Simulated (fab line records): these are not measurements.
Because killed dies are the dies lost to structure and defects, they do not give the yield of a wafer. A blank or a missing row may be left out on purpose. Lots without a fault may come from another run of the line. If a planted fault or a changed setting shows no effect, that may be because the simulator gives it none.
What tool caused it? + flow sky130 + 11 lots with 33 wafers sampled at 6 steps, on a route of 708 steps

== WHAT EACH GAUGE READ, for each wafer ==
Not one reading of a measure or inspect step in the record can be checked against a usual standard deviation.

== WHICH TOOL RAN EACH LOT (tool, then ch and the chambers of the sampled wafers, then the start) ==
| lot  | SKY_CAP2M_METAL_ETCH_13          | SKY_CAP2M_STRIP_14                  | SKY_METAL4_STRIP_19                 | SKY_VIA4_COAT_06                 | SKY_VIA4_STRIP_13                   | SKY_PAD_OPEN_PROBE_99   |
|------|----------------------------------|-------------------------------------|-------------------------------------|----------------------------------|-------------------------------------|-------------------------|
| L989 | rieMetal-01 ch 0,1, day 41 04:52 | plasmaAsher-04 ch 1, day 41 04:57   | plasmaAsher-03 ch 0,1, day 42 05:18 | lithoTrack-01 ch 0, day 42 17:53 | plasmaAsher-03 ch 0,1, day 43 05:59 | -                       |
| L990 | rieMetal-02 ch 0,1, day 41 18:58 | plasmaAsher-04 ch 0,1, day 41 19:02 | plasmaAsher-04 ch 0,1, day 42 19:06 | lithoTrack-03 ch 0, day 43 07:58 | plasmaAsher-02 ch 0,1, day 43 19:02 | -                       |
| L991 | rieMetal-01 ch 0,1, day 42 09:34 | plasmaAsher-03 ch 0,1, day 42 09:40 | plasmaAsher-03 ch 0,1, day 43 09:29 | lithoTrack-01 ch 0, day 43 20:43 | plasmaAsher-02 ch 0,1, day 44 08:51 | -                       |
| L992 | rieMetal-03 ch 0,1, day 42 12:37 | plasmaAsher-04 ch 0,1, day 42 12:42 | plasmaAsher-03 ch 0,1, day 43 12:12 | lithoTrack-03 ch 0, day 43 23:45 | plasmaAsher-01 ch 0,1, day 44 11:34 | -                       |
| L993 | rieMetal-03 ch 0,1, day 42 20:16 | plasmaAsher-04 ch 0,1, day 42 20:21 | plasmaAsher-03 ch 0,1, day 43 19:45 | lithoTrack-03 ch 0, day 44 08:34 | plasmaAsher-01 ch 0,1, day 44 18:49 | -                       |
| L995 | rieMetal-02 ch 1, day 43 13:34   | plasmaAsher-01 ch 0,1, day 43 13:43 | plasmaAsher-02 ch 0,1, day 44 13:39 | lithoTrack-02 ch 0, day 45 00:34 | plasmaAsher-02 ch 0,1, day 45 11:40 | -                       |
| L999 | rieMetal-02 ch 0,1, day 44 03:08 | plasmaAsher-04 ch 0,1, day 44 03:14 | plasmaAsher-02 ch 0,1, day 45 01:08 | lithoTrack-03 ch 0, day 45 12:55 | plasmaAsher-03 ch 0,1, day 45 23:10 | -                       |
| L100 | rieMetal-02 ch 0,1, day 44 10:16 | plasmaAsher-04 ch 0,1, day 44 10:20 | plasmaAsher-03 ch 0,1, day 45 08:43 | lithoTrack-03 ch 0, day 45 19:16 | plasmaAsher-02 ch 0,1, day 46 06:37 | -                       |
| L105 | rieMetal-02 ch 0,1, day 45 21:10 | plasmaAsher-03 ch 0,1, day 45 21:14 | plasmaAsher-03 ch 0,1, day 46 19:24 | lithoTrack-02 ch 0, day 47 07:25 | plasmaAsher-01 ch 0,1, day 47 17:11 | prober-02, day 50 03:34 |
| L106 | rieMetal-01 ch 0,1, day 46 12:42 | plasmaAsher-01 ch 0,1, day 46 12:47 | plasmaAsher-04 ch 0,1, day 47 09:56 | lithoTrack-02 ch 0, day 47 20:55 | plasmaAsher-03 ch 0,1, day 48 06:52 | prober-01, day 50 14:10 |
| L108 | rieMetal-01 ch 0,1, day 47 02:43 | plasmaAsher-01 ch 0,1, day 47 02:48 | plasmaAsher-03 ch 1, day 47 22:22   | lithoTrack-02 ch 0, day 48 08:49 | plasmaAsher-03 ch 0,1, day 48 18:01 | -                       |
- SKY_CAP2M_METAL_ETCH_13: etches TiN in Cl2/BCl3, stops on SiO2, target depth 220 nm, time 62.9 s.
- SKY_CAP2M_STRIP_14: strips in O2/N2.
- SKY_METAL4_STRIP_19: strips in O2/N2.
- SKY_VIA4_COAT_06: resist thk 1140 nm.
- SKY_VIA4_STRIP_13: strips in O2/N2.
- SKY_PAD_OPEN_PROBE_99

== AS READ BY THE TOOLS THEMSELVES (means over the sampled wafers that have a number; for cases with no such wafer, the mark the record gives instead) ==
SKY_CAP2M_METAL_ETCH_13. Usual: drypumpMotorCurrentA 5.8 A, standard deviation 0.36; oesProductAu 0.943 a.u., standard deviation 0.0079; throttleValvePct 21.901 %, standard deviation 0.01.
| lot  | tool        | drypumpMotorCurrentA (A) | oesProductAu (a.u.) | throttleValvePct (%) | flag |
|------|-------------|--------------------------|---------------------|----------------------|------|
| L989 | rieMetal-01 | 5.9                      | 0.935               | 21.909               |      |
| L990 | rieMetal-02 | 5.2                      | 0.943               | 21.909               |      |
| L991 | rieMetal-01 | 5.9                      | 0.945               | 21.903               |      |
| L992 | rieMetal-03 | 5.9                      | 0.932               | 21.904               |      |
| L993 | rieMetal-03 | 6.1                      | 0.940               | 21.898               |      |
| L995 | rieMetal-02 | 5.8                      | 0.946               | 21.902               |      |
| L999 | rieMetal-02 | 5.2                      | 0.948               | 21.903               |      |
| L100 | rieMetal-02 | 5.5                      | 0.954               | 21.891               |      |
| L105 | rieMetal-02 | 5.5                      | 0.935               | 21.904               |      |
| L106 | rieMetal-01 | 5.8                      | 0.949               | 21.892               |      |
| L108 | rieMetal-01 | 5.8                      | 0.936               | 21.894               |      |

SKY_CAP2M_STRIP_14. Usual: drypumpMotorCurrentA 5.7 A, standard deviation 0.46; oesProductAu 0.710 a.u., standard deviation 0.005; stripTimeToEndpointS 12.66 s, standard deviation 0.041.
| lot  | tool           | drypumpMotorCurrentA (A) | oesProductAu (a.u.) | stripTimeToEndpointS (s) | flag |
|------|----------------|--------------------------|---------------------|--------------------------|------|
| L989 | plasmaAsher-04 | 5.9                      | 0.712               | 12.72                    |      |
| L990 | plasmaAsher-04 | 5.7                      | 0.714               | 12.66                    |      |
| L991 | plasmaAsher-03 | 5.7                      | 0.716               | 12.64                    |      |
| L992 | plasmaAsher-04 | 5.8                      | 0.714               | 12.62                    |      |
| L993 | plasmaAsher-04 | 5.7                      | 0.708               | 12.69                    |      |
| L995 | plasmaAsher-01 | 5.2                      | 0.714               | 12.61                    |      |
| L999 | plasmaAsher-04 | 5.8                      | 0.712               | 12.69                    |      |
| L100 | plasmaAsher-04 | 5.7                      | 0.712               | 12.64                    |      |
| L105 | plasmaAsher-03 | 5.7                      | 0.705               | 12.62                    |      |
| L106 | plasmaAsher-01 | 5.1                      | 0.707               | 12.67                    |      |
| L108 | plasmaAsher-01 | 5.1                      | 0.709               | 12.67                    |      |

SKY_METAL4_STRIP_19. Usual: drypumpMotorCurrentA 5.9 A, standard deviation 0.39; oesProductAu 0.502 a.u., standard deviation 0.0062; stripTimeToEndpointS 6.54 s, standard deviation 0.082.
| lot  | tool           | drypumpMotorCurrentA (A) | oesProductAu (a.u.) | stripTimeToEndpointS (s) | flag |
|------|----------------|--------------------------|---------------------|--------------------------|------|
| L989 | plasmaAsher-03 | 5.8                      | 0.500               | 6.43                     |      |
| L990 | plasmaAsher-04 | 5.7                      | 0.501               | 6.48                     |      |
| L991 | plasmaAsher-03 | 5.7                      | 0.495               | 6.44                     |      |
| L992 | plasmaAsher-03 | 5.7                      | 0.499               | 6.47                     |      |
| L993 | plasmaAsher-03 | 6.1                      | 0.499               | 6.46                     |      |
| L995 | plasmaAsher-02 | 6.0                      | 0.504               | 6.53                     |      |
| L999 | plasmaAsher-02 | 6.0                      | 0.493               | 6.50                     |      |
| L100 | plasmaAsher-03 | 5.8                      | 0.505               | 6.57                     |      |
| L105 | plasmaAsher-03 | 5.7                      | 0.505               | 6.56                     |      |
| L106 | plasmaAsher-04 | 5.7                      | 0.498               | 6.47                     |      |
| L108 | plasmaAsher-03 | 6.4                      | 0.505               | 6.63                     |      |

SKY_VIA4_STRIP_13. Usual: drypumpMotorCurrentA 5.8 A, standard deviation 0.47; oesProductAu 0.709 a.u., standard deviation 0.0046; stripTimeToEndpointS 12.807 s, standard deviation 0.03.
| lot  | tool           | drypumpMotorCurrentA (A) | oesProductAu (a.u.) | stripTimeToEndpointS (s) | flag |
|------|----------------|--------------------------|---------------------|--------------------------|------|
| L989 | plasmaAsher-03 | 6.1                      | 0.710               | 12.803                   |      |
| L990 | plasmaAsher-02 | 6.0                      | 0.708               | 12.791                   |      |
| L991 | plasmaAsher-02 | 6.0                      | 0.710               | 12.801                   |      |
| L992 | plasmaAsher-01 | 5.1                      | 0.707               | 12.788                   |      |
| L993 | plasmaAsher-01 | 5.2                      | 0.712               | 12.777                   |      |
| L995 | plasmaAsher-02 | 6.0                      | 0.714               | 12.784                   |      |
| L999 | plasmaAsher-03 | 5.7                      | 0.709               | 11.616                   | OFF  |
| L100 | plasmaAsher-02 | 6.0                      | 0.708               | 11.628                   | OFF  |
| L105 | plasmaAsher-01 | 5.1                      | 0.707               | 12.809                   |      |
| L106 | plasmaAsher-03 | 6.1                      | 0.711               | 12.804                   |      |
| L108 | plasmaAsher-03 | 6.1                      | 0.712               | 12.791                   |      |

SKY_PAD_OPEN_PROBE_99. Usual: defectLimitedYield 82.7 %, standard deviation 1.9; killed_at_M0_to_M3 43, standard deviation 6.6; killed_at_M4_up 3.1, standard deviation 1.6; killedAtContacts 23, standard deviation 5.6; killedAtFrontEnd 15, standard deviation 4.2; killedAtOther 0.2, standard deviation 0.43; killedDies 85, standard deviation 9.3; killedOpen 46, standard deviation 6.6; killedShort 39, standard deviation 6.2; sort_bin_3_pad_short 0.8 %, standard deviation 0.37; sort_bin_5_function 10.2 %, standard deviation 1.5; sort_bin_6_memory 6.2 %, standard deviation 1.1; sortNPass 407, standard deviation 9.3; sortYieldPct 82.7 %, standard deviation 1.9.
| lot  | tool      | defectLimitedYield (%) | killed_at_M0_to_M3 | killed_at_M4_up | killedAtContacts | killedAtFrontEnd | killedAtOther | killedDies | killedOpen | killedShort | sort_bin_3_pad_short (%) | sort_bin_5_function (%) | sort_bin_6_memory (%) | sortNPass | sortYieldPct (%) | flag |
|------|-----------|------------------------|--------------------|-----------------|------------------|------------------|---------------|------------|------------|-------------|--------------------------|-------------------------|-----------------------|-----------|------------------|------|
| L105 | prober-02 | 82.7                   | 45                 | 2.3             | 22               | 15               | 0.0           | 85         | 45         | 40          | 1.1                      | 10.2                    | 6.0                   | 407       | 82.7             |      |
| L106 | prober-01 | 83.3                   | 41                 | 2.3             | 23               | 15               | 1.0           | 82         | 44         | 38          | 1.0                      | 9.7                     | 6.0                   | 410       | 83.3             |      |

== THE ANSWER, worked out from the rows above alone ==
Rule: a lot counts as off when the mean over its wafers that have a number is more than 3 standard deviations away from the usual mean. Also off: a lot with no number at a reading for which 4 or more lots have one. Where the step has rows for the other lots, those lots are counted as sound. The gauges are gone through in route order, then the tools' own readings, and for those a lot's mean is taken as printed above. At the first step where some lot is off, the reading lying furthest off is the one used; lots without a number count as furthest.
Off at SKY_VIA4_STRIP_13 (stripTimeToEndpointS): L999, L100.
If a tool, at that step or one of the process steps before it, ran each lot that is off and ran no sound lot following the first of them, it fits. 2 tools fit, plasmaAsher-04 at SKY_CAP2M_STRIP_14 and lithoTrack-03 at SKY_VIA4_COAT_06, so this cannot tell which one it is.

== WHAT THE SIMULATOR HAD PUT IN ==
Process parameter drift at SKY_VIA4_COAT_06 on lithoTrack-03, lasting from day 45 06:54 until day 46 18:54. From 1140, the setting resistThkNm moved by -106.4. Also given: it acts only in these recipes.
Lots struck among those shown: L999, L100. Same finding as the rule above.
